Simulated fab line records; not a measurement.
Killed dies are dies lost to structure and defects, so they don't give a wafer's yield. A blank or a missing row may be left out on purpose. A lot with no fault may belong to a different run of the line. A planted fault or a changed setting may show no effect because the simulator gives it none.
fab line records	flow sky130
record lots=12	wafers=36	last-day=50
route steps=708 shown VIA1@473 METAL2@483 PAD_OPEN@708
lots that met no fault: from a run of the same line without faults
start-h: hours from the record's first day to the start of the lot's first wafer shown	wait-h: how many hours have passed since the lot's step before this one	" repeats the value in the row above	L1.1+2: a row that stands for several wafers	- no value, or no start was given	* or withheld: withheld	< > ~ a bound
route shown NAME@n: a module of which the file shows steps, and the number in the route of the first	usual: mean/standard deviation of fault-free wafers	same: alike in all rows	chamber/n: place in a boat	sites: per-site readings	_std_site: how widely they spread, as a standard deviation	_edge_site: mean of outer sites minus mean of inner sites	radius-mm: for every site, how far away it sits from the centre of the wafer	mask NAME#n: copy n	behind: the last tool/chamber to shape the wafer	hold: what put the lot on hold/how long, in hours/how the hold closed	device: whichever transistor did not switch (one of n, p or np)	end of line: the route-end tests of the same wafers	a step without rows: its recipe alone	killed: count of dies lost to structure and defects at first sort (not the wafer's yield)	map: a wafer's dies, marking killed ones x, the rest . and places with no die _
set.NAME: the setting the step ran with; set.NAME@STEP: the setting that earlier step ran with	model.NAME: the simulator's own value behind a step, which no gauge read
a sample of lots followed through the steps of the route, with each step as a table and each wafer as a row
services: when a tool's chamber went out of use (start-h, in hours from the record's first day, below 0 if earlier), for how many hours, and the reason
## steps
# step SKY_VIA1_ETCH_15
# recipe target=SiO2	chemistry=C4F8/O2/Ar	target-depth-nm=351	stop-on=TiN	mask-material=KrF-thick	source-w=1500	bias-w=1200	pressure-mtorr=40	c4f8-flow-sccm=withheld	O2_flow_sccm=6	Ar_flow_sccm=300	time-s=54
# usual bias-w=1200/3.7	oes-product-au=0.983/0.0055
lot.wafer	tool	chamber	start-h	wait-h	bias-w	oes-product-au
L845.1	rie-diel-02	0	803.86	0.0	1199	0.981
L845.3	"	2	"	"	1197	0.980
L845.4	"	3	"	"	1202	0.992
L846.1	rie-diel-02	0	810.47	0.0	1201	0.974
L846.3	"	3	"	"	1204	0.989
L846.6	"	2	"	"	1201	0.985
L849.1	rie-diel-04	3	833.63	0.0	1207	0.990
L849.2	"	1	"	"	1194	0.980
L849.4	"	2	"	"	1199	0.995
L847.1	rie-diel-04	3	835.27	0.0	1198	0.988
L847.2	"	0	"	"	1203	0.984
L847.6	"	1	"	"	1195	0.974
L848.3	rie-diel-01	2	836.34	0.0	1207	0.982
L848.4	"	3	"	"	1196	0.981
L848.5	"	1	"	"	1201	0.974
L851.1	rie-diel-04	3	850.32	0.0	1200	0.977
L851.4	"	0	"	"	1202	0.993
L851.6	"	0	"	"	1201	0.985
L852.2	rie-diel-01	1	854.72	0.0	1205	0.986
L852.3	"	2	"	"	1198	0.982
L852.5	"	0	"	"	1198	0.997
L853.1	rie-diel-04	2	862.77	0.0	1207	0.975
L853.3	"	1	"	"	1198	0.974
L853.5	"	0	"	"	1200	0.976
L858.1	rie-diel-01	3	896.92	0.0	1201	0.984
L858.3	"	0	"	"	1232	0.989
L858.6	"	1	"	"	1197	0.981
L859.1	rie-diel-01	1	907.68	0.0	1200	0.980
L859.3	"	0	"	"	1235	0.989
L859.5	"	1	"	"	1194	0.981
L864.3	rie-diel-04	3	945.44	0.0	1205	0.980
L864.4	"	0	"	"	1196	0.981
L864.5	"	3	"	"	1198	0.992
L867.2	rie-diel-01	1	968.67	0.0	1202	0.994
L867.3	"	0	"	"	1206	0.972
L867.4	"	3	"	"	1201	0.985
# step SKY_VIA1_RS_MEAS_22
# recipe thk-meas-gauge=four-point-probe	reads=W_of_VIA1_CVD_21+TiN_of_VIA1_SPUTTER_20
# usual VIA1_W_RS=0.426/0.0044
lot.wafer	tool	chamber	start-h	wait-h	VIA1_W_RS[ohm/sq]
L845.1	film-metro-03	-	804.65	0.1	0.423
L845.3	"	-	"	"	0.424
L845.4	"	-	"	"	0.423
L846.1	film-metro-03	-	811.27	0.1	0.425
L846.3	"	-	"	"	0.422
L846.6	"	-	"	"	0.429
L849.1	film-metro-03	-	834.52	0.2	0.421
L849.2	"	-	"	"	0.426
L849.4	"	-	"	"	0.423
L847.1	film-metro-03	-	836.16	0.2	0.435
L847.2	"	-	"	"	0.422
L847.6	"	-	"	"	0.425
L848.3	film-metro-04	-	837.27	0.1	0.423
L848.4	"	-	"	"	0.428
L848.5	"	-	"	"	0.424
L851.1	film-metro-01	-	851.11	0.1	0.419
L851.4	"	-	"	"	0.423
L851.6	"	-	"	"	0.421
L852.2	film-metro-03	-	855.53	0.1	0.428
L852.3	"	-	"	"	0.426
L852.5	"	-	"	"	0.424
L853.1	film-metro-01	-	863.57	0.1	0.427
L853.3	"	-	"	"	0.425
L853.5	"	-	"	"	0.423
L858.1	film-metro-01	-	898.05	0.1	0.426
L858.3	"	-	"	"	0.435
L858.6	"	-	"	"	0.433
L859.1	film-metro-03	-	908.95	0.1	0.425
L859.3	"	-	"	"	0.428
L859.5	"	-	"	"	0.427
L864.3	film-metro-03	-	946.29	0.1	0.424
L864.4	"	-	"	"	0.429
L864.5	"	-	"	"	0.426
L867.2	film-metro-03	-	969.49	0.1	0.436
L867.3	"	-	"	"	0.434
L867.4	"	-	"	"	0.436
# step SKY_METAL2_SPUTTER_00
# recipe material=Ti	target-thk-nm=15	power-w=3000	time-s=10	chamber-pressure-pa=0.4
# usual throttle-valve-pct=30.4/0.83
lot.wafer	tool	chamber	start-h	wait-h	throttle-valve-pct
L845.1	pvd-sputter-02	-	805.13	0.2	30.2
L845.3	"	-	"	"	31.8
L845.4	"	-	"	"	31.7
L846.1	pvd-sputter-01	-	811.75	0.2	31.6
L846.3	"	-	"	"	29.5
L846.6	"	-	"	"	31.7
L849.1	pvd-sputter-03	-	835.00	0.1	30.3
L849.2	"	-	"	"	29.9
L849.4	"	-	"	"	30.5
L847.1	pvd-sputter-03	-	836.64	0.1	30.4
L847.2	"	-	"	"	30.2
L847.6	"	-	"	"	30.5
L848.3	pvd-sputter-02	-	837.71	0.2	31.2
L848.4	"	-	"	"	30.1
L848.5	"	-	"	"	31.3
L851.1	pvd-sputter-03	-	851.59	0.2	30.6
L851.4	"	-	"	"	30.1
L851.6	"	-	"	"	30.0
L852.2	pvd-sputter-03	-	855.99	0.1	30.3
L852.3	"	-	"	"	30.0
L852.5	"	-	"	"	30.5
L853.1	pvd-sputter-03	-	864.20	0.4	30.5
L853.3	"	-	"	"	30.5
L853.5	"	-	"	"	30.6
L858.1	pvd-sputter-01	-	898.53	0.2	29.0
L858.3	"	-	"	"	29.5
L858.6	"	-	"	"	30.7
L859.1	pvd-sputter-01	-	909.43	0.2	29.0
L859.3	"	-	"	"	29.5
L859.5	"	-	"	"	29.3
L864.3	pvd-sputter-03	-	946.73	0.2	29.9
L864.4	"	-	"	"	29.9
L864.5	"	-	"	"	30.2
L867.2	pvd-sputter-03	-	969.95	0.1	29.9
L867.3	"	-	"	"	30.3
L867.4	"	-	"	"	30.6
# step SKY_METAL2_SPUTTER_02
# recipe material=AlCu	target-thk-nm=250	power-w=10600	time-s=13.3	chamber-pressure-pa=0.4
# usual throttle-valve-pct=30.4/0.84
lot.wafer	tool	chamber	start-h	wait-h	throttle-valve-pct
L845.1	pvd-sputter-02	-	805.18	0.0	29.9
L845.3	"	-	"	"	32.0
L845.4	"	-	"	"	31.3
L846.1	pvd-sputter-01	-	811.80	0.0	31.8
L846.3	"	-	"	"	29.5
L846.6	"	-	"	"	31.6
L849.1	pvd-sputter-03	-	835.05	0.0	30.0
L849.2	"	-	"	"	29.8
L849.4	"	-	"	"	30.3
L847.1	pvd-sputter-03	-	836.69	0.0	30.1
L847.2	"	-	"	"	30.3
L847.6	"	-	"	"	30.6
L848.3	pvd-sputter-02	-	837.75	0.0	31.2
L848.4	"	-	"	"	30.1
L848.5	"	-	"	"	31.3
L851.1	pvd-sputter-03	-	851.64	0.0	30.5
L851.4	"	-	"	"	30.3
L851.6	"	-	"	"	30.0
L852.2	pvd-sputter-03	-	856.04	0.0	30.4
L852.3	"	-	"	"	29.9
L852.5	"	-	"	"	30.3
L853.1	pvd-sputter-03	-	864.25	0.0	30.8
L853.3	"	-	"	"	30.4
L853.5	"	-	"	"	30.3
L858.1	pvd-sputter-01	-	898.58	0.0	28.6
L858.3	"	-	"	"	29.5
L858.6	"	-	"	"	31.1
L859.1	pvd-sputter-01	-	909.48	0.0	28.8
L859.3	"	-	"	"	29.7
L859.5	"	-	"	"	29.6
L864.3	pvd-sputter-03	-	946.78	0.0	29.8
L864.4	"	-	"	"	29.9
L864.5	"	-	"	"	30.3
L867.2	pvd-sputter-03	-	970.00	0.0	29.8
L867.3	"	-	"	"	30.4
L867.4	"	-	"	"	30.4
# step SKY_PAD_OPEN_PROBE_99
# usual defect-limited-yield=83.0/2	killed_at_M0_to_M3=43/7.1	killed_at_M4_up=3.1/1.7	killed-at-contacts=23/5.1	killed-at-front-end=14/4.4	killed-at-other=0.3/0.47	killed-dies=84/9.9	killed-open=45/6.6	killed-short=38/6.8	sort_bin_3_pad_short=0.8/0.4	sort_bin_5_function=10.1/1.4	sort_bin_6_memory=6.1/1.2	sort-n-pass=408/9.9	sort-yield-pct=83.0/2
# same gross-dies=492	killed-at-back-side=0	sort_bin_4_leakage[%]=0	sort_bin_8_speed[%]=0
lot.wafer	tool	chamber	start-h	wait-h	defect-limited-yield[%]	killed_at_M0_to_M3	killed_at_M4_up	killed-at-contacts	killed-at-front-end	killed-at-other	killed-dies	killed-open	killed-short	sort_bin_3_pad_short[%]	sort_bin_5_function[%]	sort_bin_6_memory[%]	sort-n-pass	sort-yield-pct[%]
L845.1	prober-01	-	1085.34	0.1	82.1	49	4	24	11	0	88	52	36	1.0	10.2	6.7	404	82.1
L845.3	prober-01	-	1085.44	0.2	81.9	50	2	16	21	0	89	52	37	1.4	10.4	6.3	403	81.9
L845.4	prober-01	-	1085.49	0.2	85.2	30	4	25	13	1	73	45	28	1.4	7.7	5.7	419	85.2
L846.1	prober-02	-	1091.95	0.1	84.3	43	1	23	10	0	77	50	27	1.0	9.3	5.3	415	84.3
L846.3	prober-02	-	1092.05	0.2	81.7	43	1	22	23	1	90	52	38	0.8	10.0	7.5	402	81.7
L846.6	prober-02	-	1092.20	0.2	81.3	41	1	23	26	1	92	47	45	1.2	12.2	5.3	400	81.3
L849.1	prober-01	-	1108.27	0.1	84.6	40	3	21	12	0	76	29	47	1.4	7.1	6.9	416	84.6
L849.2	prober-01	-	1108.32	0.1	84.8	34	6	26	9	0	75	37	38	0.8	8.7	5.7	417	84.8
L849.4	prober-01	-	1108.42	0.2	81.9	48	4	29	8	0	89	43	46	1.2	8.3	8.5	403	81.9
L847.1	prober-02	-	1109.77	0.1	82.1	43	3	26	16	0	88	45	43	0.8	10.8	6.3	404	82.1
L847.2	prober-02	-	1109.82	0.1	81.9	54	2	18	15	0	89	44	45	0.8	10.6	6.7	403	81.9
L847.6	prober-02	-	1110.02	0.2	82.7	44	2	21	16	2	85	44	41	0.8	9.8	6.7	407	82.7
L848.3	prober-01	-	1111.23	0.2	81.9	55	3	18	12	1	89	49	40	0.4	9.8	7.9	403	81.9
L848.4	prober-01	-	1111.28	0.2	84.3	39	4	15	19	0	77	41	36	0.6	8.9	6.1	415	84.3
L848.5	prober-01	-	1111.33	0.2	80.1	43	3	34	18	0	98	53	45	1.2	11.2	7.5	394	80.1
L851.1	prober-01	-	1122.28	0.1	86.0	42	2	11	14	0	69	43	26	0.8	8.7	4.5	423	86.0
L851.4	prober-01	-	1122.43	0.2	86.0	34	1	23	11	0	69	41	28	0	8.5	5.5	423	86.0
L851.6	prober-01	-	1122.53	0.2	84.1	38	3	23	14	0	78	38	40	0.4	9.3	6.1	414	84.1
L852.2	prober-01	-	1126.59	0.1	84.8	43	0	18	14	0	75	34	41	0.8	10.2	4.3	417	84.8
L852.3	prober-01	-	1126.64	0.2	81.3	55	1	24	12	0	92	48	44	1.0	11.0	6.7	400	81.3
L852.5	prober-01	-	1126.74	0.2	85.6	36	1	17	16	1	71	35	36	1.0	8.5	4.9	421	85.6
L853.1	prober-02	-	1131.52	0.1	81.9	43	3	23	19	1	89	39	50	0.4	11.2	6.5	403	81.9
L853.3	prober-02	-	1131.62	0.2	84.1	32	4	29	13	0	78	49	29	0.2	10.4	5.3	414	84.1
L853.5	prober-02	-	1131.72	0.2	87.4	27	1	26	7	1	62	31	31	0.6	7.1	4.9	430	87.4
L858.1	prober-01	-	1158.85	0.1	84.6	45	1	16	14	0	76	46	30	0.2	8.9	6.3	416	84.6
L858.3	prober-01	-	1158.95	0.2	83.5	43	3	22	12	1	81	43	38	0.2	10.6	5.7	411	83.5
L858.6	prober-01	-	1159.10	0.2	79.3	58	1	23	19	1	102	60	42	0.8	13.8	6.1	390	79.3
L859.1	prober-02	-	1165.38	0.1	83.1	49	2	22	10	0	83	41	42	0.6	11.4	4.9	409	83.1
L859.3	prober-02	-	1165.48	0.2	80.7	51	2	25	17	0	95	49	46	1.4	10.6	7.3	397	80.7
L859.5	prober-02	-	1165.58	0.2	85.8	35	2	20	12	1	70	44	26	0.2	8.3	5.7	422	85.8
L864.3	prober-01	-	1187.15	0.2	85.4	41	4	16	10	1	72	38	34	1.4	9.1	4.1	420	85.4
L864.4	prober-01	-	1187.20	0.2	84.8	45	3	16	11	0	75	43	32	1.0	8.5	5.7	417	84.8
L864.5	prober-01	-	1187.25	0.2	83.9	37	3	25	14	0	79	47	32	0.4	10.8	4.9	413	83.9
L867.2	prober-02	-	1203.04	0.1	83.9	39	4	22	13	1	79	37	42	0.4	9.6	6.1	413	83.9
L867.3	prober-02	-	1203.09	0.2	83.3	43	3	29	7	0	82	40	42	1.8	10.6	4.3	410	83.3
L867.4	prober-02	-	1203.14	0.2	85.2	33	4	27	9	0	73	38	35	1.4	8.1	5.3	419	85.2
# killed by level:class
L845.1 VIA1:geometric-particle:open=11 VIA2:geometric-particle:open=10 LI_CONTACT:geometric-particle:open=7 CONTACT:geometric-particle:open=7 VIA3:geometric-particle:open=6 METAL3:geometric-particle:short=5 FIELD_ISO:geometric-particle:short=4 METAL2:geometric-particle:short=4
L845.3 VIA1:geometric-particle:open=14 CONTACT:geometric-particle:open=7 POLY_GATE:geometric-particle:short=6 VIA3:geometric-particle:open=5 LI_CONTACT:geometric-particle:open=5 FIELD_ISO:geometric-particle:open=4 POLY_GATE:geometric-particle:open=4 VIA2:geometric-particle:short=4
L845.4 LI_CONTACT:geometric-particle:open=9 CONTACT:geometric-particle:open=8 VIA3:geometric-particle:open=8 VIA1:geometric-particle:open=6 FIELD_ISO:geometric-particle:open=4 METAL1:geometric-particle:short=4 METAL2:geometric-particle:short=4 VIA2:geometric-particle:open=4
L846.1 METAL2:geometric-particle:short=10 VIA1:geometric-particle:open=9 LI_CONTACT:geometric-particle:open=8 CONTACT:geometric-particle:open=8 VIA2:geometric-particle:open=7 VIA3:geometric-particle:open=7 POLY_GATE:geometric-particle:open=4 LOCAL_INTERCONNECT:geometric-particle:short=4
L846.3 VIA1:geometric-particle:open=17 FIELD_ISO:geometric-particle:open=6 LI_CONTACT:geometric-particle:open=6 FIELD_ISO:geometric-particle:short=5 CONTACT:geometric-particle:open=5 VIA3:geometric-particle:open=5 POLY_GATE:geometric-particle:short=4 POLY_GATE:geometric-particle:open=4
L846.6 VIA1:geometric-particle:open=14 LOCAL_INTERCONNECT:geometric-particle:short=8 CONTACT:geometric-particle:short=7 FIELD_ISO:geometric-particle:short=6 VIA1:geometric-particle:short=6 CONTACT:geometric-particle:open=5 VIA3:geometric-particle:open=5 FIELD_ISO:geometric-particle:open=4
L849.1 CONTACT:geometric-particle:open=7 METAL1:geometric-particle:short=7 CONTACT:geometric-particle:short=6 VIA1:geometric-particle:short=6 METAL2:geometric-particle:short=6 FIELD_ISO:geometric-particle:short=4 VIA1:geometric-particle:open=4 VIA2:geometric-particle:open=4
L849.2 VIA1:geometric-particle:open=10 CONTACT:geometric-particle:open=9 CONTACT:geometric-particle:short=9 LOCAL_INTERCONNECT:geometric-particle:short=5 VIA1:geometric-particle:short=5 METAL4:geometric-particle:short=5 VIA2:geometric-particle:open=5 METAL1:geometric-particle:short=4
L849.4 CONTACT:geometric-particle:open=13 VIA1:geometric-particle:short=9 METAL1:geometric-particle:short=8 LI_CONTACT:geometric-particle:open=7 VIA2:geometric-particle:open=7 VIA1:geometric-particle:open=6 METAL2:geometric-particle:short=5 METAL3:geometric-particle:short=5
L847.1 CONTACT:geometric-particle:open=11 VIA1:geometric-particle:open=9 CONTACT:geometric-particle:short=7 METAL1:geometric-particle:short=7 METAL3:geometric-particle:short=7 METAL2:geometric-particle:short=5 FIELD_ISO:geometric-particle:short=4 VIA2:geometric-particle:open=4
L847.2 VIA1:geometric-particle:open=11 METAL1:geometric-particle:short=8 CONTACT:geometric-particle:open=8 VIA1:geometric-particle:short=6 METAL2:geometric-particle:short=6 VIA2:geometric-particle:open=6 VIA3:geometric-particle:open=6 VIA2:geometric-particle:short=4
L847.6 VIA1:geometric-particle:open=15 CONTACT:geometric-particle:open=13 VIA1:geometric-particle:short=10 METAL1:geometric-particle:short=6 FIELD_ISO:geometric-particle:short=4 METAL2:geometric-particle:short=4 POLY_CUT:geometric-particle:short=3 LI_CONTACT:geometric-particle:open=3
L848.3 METAL2:geometric-particle:short=11 CONTACT:geometric-particle:open=10 VIA1:geometric-particle:short=10 VIA2:geometric-particle:open=9 FIELD_ISO:geometric-particle:open=7 VIA3:geometric-particle:open=6 VIA1:geometric-particle:open=5 VIA3:geometric-particle:short=4
L848.4 VIA1:geometric-particle:open=11 FIELD_ISO:geometric-particle:open=7 FIELD_ISO:geometric-particle:short=7 METAL1:geometric-particle:short=7 CONTACT:geometric-particle:open=5 LI_CONTACT:geometric-particle:open=5 METAL2:geometric-particle:short=5 VIA3:geometric-particle:open=4
L848.5 CONTACT:geometric-particle:open=12 VIA1:geometric-particle:open=11 LI_CONTACT:geometric-particle:open=9 FIELD_ISO:geometric-particle:open=7 VIA2:geometric-particle:open=7 FIELD_ISO:geometric-particle:short=6 LI_CONTACT:geometric-particle:short=5 LOCAL_INTERCONNECT:geometric-particle:short=5
L851.1 VIA1:geometric-particle:open=9 METAL1:geometric-particle:short=8 VIA3:geometric-particle:open=8 LI_CONTACT:geometric-particle:open=5 FIELD_ISO:geometric-particle:open=4 CONTACT:geometric-particle:open=4 VIA2:geometric-particle:open=4 METAL3:geometric-particle:short=4
L851.4 VIA1:geometric-particle:open=12 LI_CONTACT:geometric-particle:open=7 VIA1:geometric-particle:short=6 CONTACT:geometric-particle:open=5 VIA2:geometric-particle:open=5 LOCAL_INTERCONNECT:geometric-particle:short=4 VIA3:geometric-particle:open=4 FIELD_ISO:geometric-particle:open=3
L851.6 VIA1:geometric-particle:open=10 CONTACT:geometric-particle:open=8 FIELD_ISO:geometric-particle:short=5 CONTACT:geometric-particle:short=5 VIA3:geometric-particle:open=5 METAL1:geometric-particle:short=5 METAL3:geometric-particle:short=5 LOCAL_INTERCONNECT:geometric-particle:short=4
L852.2 VIA1:geometric-particle:open=13 VIA1:geometric-particle:short=7 CONTACT:geometric-particle:short=5 LI_CONTACT:geometric-particle:open=5 METAL1:geometric-particle:short=5 VIA3:geometric-particle:open=5 FIELD_ISO:geometric-particle:short=4 METAL2:geometric-particle:short=4
L852.3 VIA1:geometric-particle:open=16 CONTACT:geometric-particle:open=11 METAL2:geometric-particle:short=8 LI_CONTACT:geometric-particle:open=7 VIA2:geometric-particle:open=6 METAL1:geometric-particle:short=6 VIA2:geometric-particle:short=5 METAL3:geometric-particle:short=4
L852.5 VIA1:geometric-particle:open=8 VIA2:geometric-particle:short=6 FIELD_ISO:geometric-particle:short=5 CONTACT:geometric-particle:open=5 FIELD_ISO:geometric-particle:open=4 LI_CONTACT:geometric-particle:open=4 CONTACT:geometric-particle:short=4 VIA1:geometric-particle:short=4
L853.1 VIA1:geometric-particle:open=12 FIELD_ISO:geometric-particle:short=8 CONTACT:geometric-particle:short=7 FIELD_ISO:geometric-particle:open=6 METAL1:geometric-particle:short=6 CONTACT:geometric-particle:open=5 VIA2:geometric-particle:open=5 LI_CONTACT:geometric-particle:open=4
L853.3 LI_CONTACT:geometric-particle:open=11 CONTACT:geometric-particle:open=10 VIA1:geometric-particle:open=10 METAL1:geometric-particle:short=5 FIELD_ISO:geometric-particle:open=4 VIA3:geometric-particle:open=4 POLY_GATE:geometric-particle:short=4 VIA2:geometric-particle:open=4
L853.5 CONTACT:geometric-particle:open=7 LI_CONTACT:geometric-particle:open=6 METAL2:geometric-particle:short=6 VIA2:geometric-particle:open=6 LI_CONTACT:geometric-particle:short=5 CONTACT:geometric-particle:short=4 METAL2:geometric-particle:open=3 FIELD_ISO:geometric-particle:short=3
L858.1 VIA1:geometric-particle:open=13 VIA2:geometric-particle:open=7 VIA3:geometric-particle:open=7 LI_CONTACT:geometric-particle:open=6 METAL1:geometric-particle:short=6 POLY_GATE:geometric-particle:open=5 METAL2:geometric-particle:short=5 CONTACT:geometric-particle:short=4
L858.3 VIA1:geometric-particle:open=15 CONTACT:geometric-particle:open=8 VIA1:geometric-particle:short=7 POLY_GATE:geometric-particle:short=6 METAL1:geometric-particle:short=5 VIA2:geometric-particle:open=5 POLY_GATE:geometric-particle:open=4 LI_CONTACT:geometric-particle:open=4
L858.6 VIA1:geometric-particle:open=14 CONTACT:geometric-particle:open=10 LI_CONTACT:geometric-particle:open=7 VIA2:geometric-particle:open=7 METAL2:geometric-particle:short=6 VIA3:geometric-particle:open=6 FIELD_ISO:geometric-particle:short=5 VIA2:geometric-particle:short=5
L859.1 VIA1:geometric-particle:open=11 VIA3:geometric-particle:open=9 METAL1:geometric-particle:short=7 CONTACT:geometric-particle:short=6 VIA3:geometric-particle:short=6 LI_CONTACT:geometric-particle:open=5 CONTACT:geometric-particle:open=5 FIELD_ISO:geometric-particle:short=4
L859.3 CONTACT:geometric-particle:open=8 METAL1:geometric-particle:short=7 VIA1:geometric-particle:open=7 VIA2:geometric-particle:open=7 VIA2:geometric-particle:short=7 POLY_GATE:geometric-particle:open=6 LI_CONTACT:geometric-particle:open=6 METAL2:geometric-particle:short=6
L859.5 LI_CONTACT:geometric-particle:open=8 CONTACT:geometric-particle:open=8 VIA1:geometric-particle:open=6 VIA2:geometric-particle:open=6 METAL1:geometric-particle:short=5 VIA3:geometric-particle:open=5 POLY_GATE:geometric-particle:open=4 FIELD_ISO:geometric-particle:open=3
L864.3 VIA1:geometric-particle:open=9 METAL2:geometric-particle:short=9 VIA3:geometric-particle:open=6 VIA2:geometric-particle:open=5 CONTACT:geometric-particle:open=4 LI_CONTACT:geometric-particle:open=3 LOCAL_INTERCONNECT:geometric-particle:short=3 CONTACT:geometric-particle:short=3
L864.4 VIA1:geometric-particle:short=9 VIA2:geometric-particle:open=7 VIA1:geometric-particle:open=7 VIA3:geometric-particle:open=6 LI_CONTACT:geometric-particle:open=5 CONTACT:geometric-particle:open=5 FIELD_ISO:geometric-particle:open=4 VIA2:geometric-particle:short=3
L864.5 VIA1:geometric-particle:open=9 VIA2:geometric-particle:open=8 POLY_GATE:geometric-particle:open=7 CONTACT:geometric-particle:short=6 CONTACT:geometric-particle:open=6 VIA3:geometric-particle:open=6 LI_CONTACT:geometric-particle:open=5 LI_CONTACT:geometric-particle:short=5
L867.2 VIA1:geometric-particle:open=10 CONTACT:geometric-particle:open=7 FIELD_ISO:geometric-particle:short=6 VIA3:geometric-particle:short=6 LI_CONTACT:geometric-particle:open=6 LOCAL_INTERCONNECT:geometric-particle:short=5 METAL1:geometric-particle:short=5 METAL2:geometric-particle:short=5
L867.3 VIA1:geometric-particle:open=10 METAL1:geometric-particle:short=9 LI_CONTACT:geometric-particle:open=8 CONTACT:geometric-particle:open=8 LI_CONTACT:geometric-particle:short=5 FIELD_ISO:geometric-particle:short=4 METAL2:geometric-particle:short=4 VIA2:geometric-particle:open=4
L867.4 LI_CONTACT:geometric-particle:open=9 CONTACT:geometric-particle:open=8 VIA1:geometric-particle:open=6 VIA1:geometric-particle:short=5 METAL3:geometric-particle:short=4 CONTACT:geometric-particle:short=4 VIA2:geometric-particle:open=4 METAL2:geometric-particle:short=4
## services
tool	chamber	start-h	hours	kind
rie-diel-02	-	797.48	0.2	repair
pvd-sputter-01	-	798.65	1.4	repair
pvd-sputter-03	-	798.98	1.0	repair
rie-diel-02	3	821.54	-	clean
rie-diel-02	3	821.54	12.1	scheduled-down
rie-diel-02	3	821.54	12.1	vent-cycle
rie-diel-04	-	830.94	2.5	repair
pvd-sputter-02	-	834.49	2.3	repair
pvd-sputter-01	-	854.80	13.4	repair
pvd-sputter-02	-	863.15	2.3	repair
pvd-sputter-03	-	877.44	1.2	repair
pvd-sputter-01	-	884.34	2.2	repair
rie-diel-04	2	887.62	5.8	repair
pvd-sputter-02	-	898.36	3.4	repair
rie-diel-02	-	899.68	0.4	repair
rie-diel-04	1	907.41	7.2	repair
pvd-sputter-01	-	917.96	1.3	repair
rie-diel-01	3	919.19	19.0	repair
rie-diel-02	-	926.08	1.0	repair
rie-diel-04	1	934.40	10.5	repair
rie-diel-02	-	943.86	4.4	repair
rie-diel-04	3	955.07	1.9	repair
rie-diel-02	1	955.46	9.7	repair
pvd-sputter-02	-	959.63	1.3	repair
## key
first-sign step=SKY_VIA1_ETCH_15	reading=bias-w	direction=up	sigmas=9	usual=1200	struck=1233
effect none on later readings
met-at SKY_VIA1_ETCH_15
struck-lots L858,L859
struck-wafers L858.3,L859.3
not-acting-at SKY_VIA1_RS_MEAS_22,SKY_METAL2_SPUTTER_00,SKY_METAL2_SPUTTER_02
onset-between 854.72 896.92
fault kind=process-parameter-drift	tool=rie-diel-01	chamber=0	onset-h=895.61	steps=SKY_VIA1_ETCH_15	channel=bias-w	offset=36.347	shape=step	end-h=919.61	acts-in=these-recipes-only	stated=1200
